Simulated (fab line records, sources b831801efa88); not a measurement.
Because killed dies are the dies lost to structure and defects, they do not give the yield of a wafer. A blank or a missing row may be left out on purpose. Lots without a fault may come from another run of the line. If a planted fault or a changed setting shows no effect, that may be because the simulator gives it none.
Which tool did it? :: flow sky130 :: 14 lots with 42 wafers sampled at 3 steps, on a route of 708 steps

WHAT EACH GAUGE READ, for each wafer
SKY_VIA1_THK_MEAS_23: measures by xrf. Usual: VIA1_W_THK 273 nm, standard deviation 4.3.
lot: L489
measured: day 33 19:35
on: filmMetro-03
VIA1_W_THK (nm): 267 270 270
flag: 

lot: L490
measured: day 34 11:43
on: filmMetro-04
VIA1_W_THK (nm): 275 277 277
flag: 

lot: L491
measured: day 34 15:19
on: filmMetro-04
VIA1_W_THK (nm): 276 278 279
flag: 

lot: L493
measured: day 34 20:22
on: filmMetro-02
VIA1_W_THK (nm): 275 275 278
flag: 

lot: L494
measured: day 34 23:26
on: filmMetro-02
VIA1_W_THK (nm): 274 276 277
flag: 

lot: L496
measured: day 36 07:21
on: filmMetro-03
VIA1_W_THK (nm): 273 274 264
flag: 

lot: L497
measured: day 36 09:19
on: filmMetro-03
VIA1_W_THK (nm): 272 275 272
flag: 

lot: L498
measured: day 36 16:41
on: filmMetro-04
VIA1_W_THK (nm): 281 281 283
flag: 

lot: L509
measured: day 40 11:51
on: filmMetro-02
VIA1_W_THK (nm): 273 270 277
flag: 

lot: L510
measured: day 40 12:46
on: filmMetro-03
VIA1_W_THK (nm): 268 276 273
flag: 

lot: L511
measured: day 40 19:17
on: filmMetro-04
VIA1_W_THK (nm): 274 269 270
flag: 

lot: L512
measured: day 41 07:08
on: filmMetro-03
VIA1_W_THK (nm): 267 270 268
flag: 

WHAT TOOL EACH LOT RAN ON (gives the tool, then ch and the chambers of the sampled wafers, and finally the start)
lot: L489
SKY_CONTACT_CMP_27: cmp-01 ch 1,2,3, day 31 12:46
SKY_VIA1_CVD_21: cvdW-02 ch 0,1, day 33 19:22

lot: L490
SKY_CONTACT_CMP_27: cmp-01 ch 0,3, day 32 03:22
SKY_VIA1_CVD_21: cvdW-01 ch 0,1, day 34 11:30

lot: L491
SKY_CONTACT_CMP_27: cmp-02 ch 0,1, day 32 08:04
SKY_VIA1_CVD_21: cvdW-01 ch 0,1, day 34 15:06

lot: L493
SKY_CONTACT_CMP_27: cmp-02 ch 1,2, day 32 12:25
SKY_VIA1_CVD_21: cvdW-01 ch 0,1, day 34 20:08

lot: L494
SKY_CONTACT_CMP_27: cmp-01 ch 0,1,2, day 32 15:38
SKY_VIA1_CVD_21: cvdW-01 ch 0,1, day 34 23:13

lot: L496
SKY_CONTACT_CMP_27: cmp-02 ch 0,2,3, day 33 23:08
SKY_VIA1_CVD_21: cvdW-02 ch 0,1, day 36 07:08

lot: L497
SKY_CONTACT_CMP_27: cmp-02 ch 0,2, day 34 00:32
SKY_VIA1_CVD_21: cvdW-01 ch 0,1, day 36 09:06

lot: L498
SKY_CONTACT_CMP_27: cmp-02 ch 0,1,3, day 34 07:47
SKY_VIA1_CVD_21: cvdW-01 ch 0,1, day 36 16:29

lot: L499
SKY_CONTACT_CMP_27: cmp-02 ch 1,2, day 34 19:17
SKY_VIA1_CVD_21: -

lot: L501
SKY_CONTACT_CMP_27: cmp-02 ch 0,2,3, day 35 20:22
SKY_VIA1_CVD_21: -

lot: L509
SKY_CONTACT_CMP_27: cmp-02 ch 0,1, day 38 04:41
SKY_VIA1_CVD_21: cvdW-02 ch 0,1, day 40 11:35

lot: L510
SKY_CONTACT_CMP_27: cmp-02 ch 1,2,3, day 38 06:25
SKY_VIA1_CVD_21: cvdW-01 ch 0,1, day 40 12:33

lot: L511
SKY_CONTACT_CMP_27: cmp-02 ch 0,1,3, day 38 14:14
SKY_VIA1_CVD_21: cvdW-02 ch 0,1, day 40 19:05

lot: L512
SKY_CONTACT_CMP_27: cmp-02 ch 1,3, day 39 02:43
SKY_VIA1_CVD_21: cvdW-02 ch 0,1, day 41 06:54
- SKY_CONTACT_CMP_27: polishes, stops on SiO2, t overpolish 15 s, target thk 0 nm.
- SKY_VIA1_CVD_21: deposits W, target thk 270 nm, time 80.902 s.

WHAT THE TOOLS THEMSELVES READ (means of the sampled wafers that have a number; where no wafer has one, the mark that the record gives instead)
SKY_CONTACT_CMP_27. Usual: motorCurrentA 11.2 A, standard deviation 0.88; overpolishRunS 14.999 s, standard deviation 0.0099; timeToEndpointS 79 s, standard deviation 3.8.
lot: L489
tool: cmp-01
motorCurrentA (A): 11.8
overpolishRunS (s): 15.003
timeToEndpointS (s): 79
flag: 

lot: L490
tool: cmp-01
motorCurrentA (A): 11.1
overpolishRunS (s): 15.006
timeToEndpointS (s): 81
flag: 

lot: L491
tool: cmp-02
motorCurrentA (A): 10.4
overpolishRunS (s): 14.995
timeToEndpointS (s): 83
flag: 

lot: L493
tool: cmp-02
motorCurrentA (A): 11.1
overpolishRunS (s): 14.996
timeToEndpointS (s): 75
flag: 

lot: L494
tool: cmp-01
motorCurrentA (A): 11.5
overpolishRunS (s): 15.004
timeToEndpointS (s): 84
flag: 

lot: L496
tool: cmp-02
motorCurrentA (A): 10.9
overpolishRunS (s): 15.004
timeToEndpointS (s): 81
flag: 

lot: L497
tool: cmp-02
motorCurrentA (A): 10.8
overpolishRunS (s): 15.006
timeToEndpointS (s): 78
flag: 

lot: L498
tool: cmp-02
motorCurrentA (A): 11.3
overpolishRunS (s): 14.996
timeToEndpointS (s): 81
flag: 

lot: L499
tool: cmp-02
motorCurrentA (A): 10.8
overpolishRunS (s): 0.041
timeToEndpointS (s): 126
flag: OFF

lot: L501
tool: cmp-02
motorCurrentA (A): 10.6
overpolishRunS (s): 0.037
timeToEndpointS (s): 126
flag: OFF

lot: L509
tool: cmp-02
motorCurrentA (A): 11.5
overpolishRunS (s): 14.997
timeToEndpointS (s): 80
flag: 

lot: L510
tool: cmp-02
motorCurrentA (A): 11.3
overpolishRunS (s): 14.994
timeToEndpointS (s): 77
flag: 

lot: L511
tool: cmp-02
motorCurrentA (A): 11.4
overpolishRunS (s): 14.987
timeToEndpointS (s): 80
flag: 

lot: L512
tool: cmp-02
motorCurrentA (A): 11.5
overpolishRunS (s): 15.002
timeToEndpointS (s): 76
flag: 

SKY_VIA1_CVD_21. Usual: heaterPowerW 826 W, standard deviation 55.
lot: L489
tool: cvdW-02
heaterPowerW (W): 865
flag: 

lot: L490
tool: cvdW-01
heaterPowerW (W): 796
flag: 

lot: L491
tool: cvdW-01
heaterPowerW (W): 783
flag: 

lot: L493
tool: cvdW-01
heaterPowerW (W): 778
flag: 

lot: L494
tool: cvdW-01
heaterPowerW (W): 788
flag: 

lot: L496
tool: cvdW-02
heaterPowerW (W): 896
flag: 

lot: L497
tool: cvdW-01
heaterPowerW (W): 793
flag: 

lot: L498
tool: cvdW-01
heaterPowerW (W): 788
flag: 

lot: L509
tool: cvdW-02
heaterPowerW (W): 911
flag: 

lot: L510
tool: cvdW-01
heaterPowerW (W): 794
flag: 

lot: L511
tool: cvdW-02
heaterPowerW (W): 883
flag: 

lot: L512
tool: cvdW-02
heaterPowerW (W): 875
flag: 

THE ANSWER, worked out from the rows above alone
Rule: lot off if the mean of its wafers having a number is beyond 3 standard deviations from the usual mean. A lot without any number at a reading at which 4 lots or more have one is off too. The other lots that the step has rows for count as sound. The gauges are gone through in route order, then the tools' own readings, and for those a lot's mean is taken as printed above. The first step at which some lot is off is used, and at that step the reading that is off furthest; a lot without a number counts as furthest.
Off at SKY_CONTACT_CMP_27 (overpolishRunS): L499, L501.
A tool fits if, at that step or a process step before it, it ran every lot that is off, and no sound lot after the first of them. Of those tried, none fits.

WHAT HAD BEEN PUT IN BY THE SIMULATOR
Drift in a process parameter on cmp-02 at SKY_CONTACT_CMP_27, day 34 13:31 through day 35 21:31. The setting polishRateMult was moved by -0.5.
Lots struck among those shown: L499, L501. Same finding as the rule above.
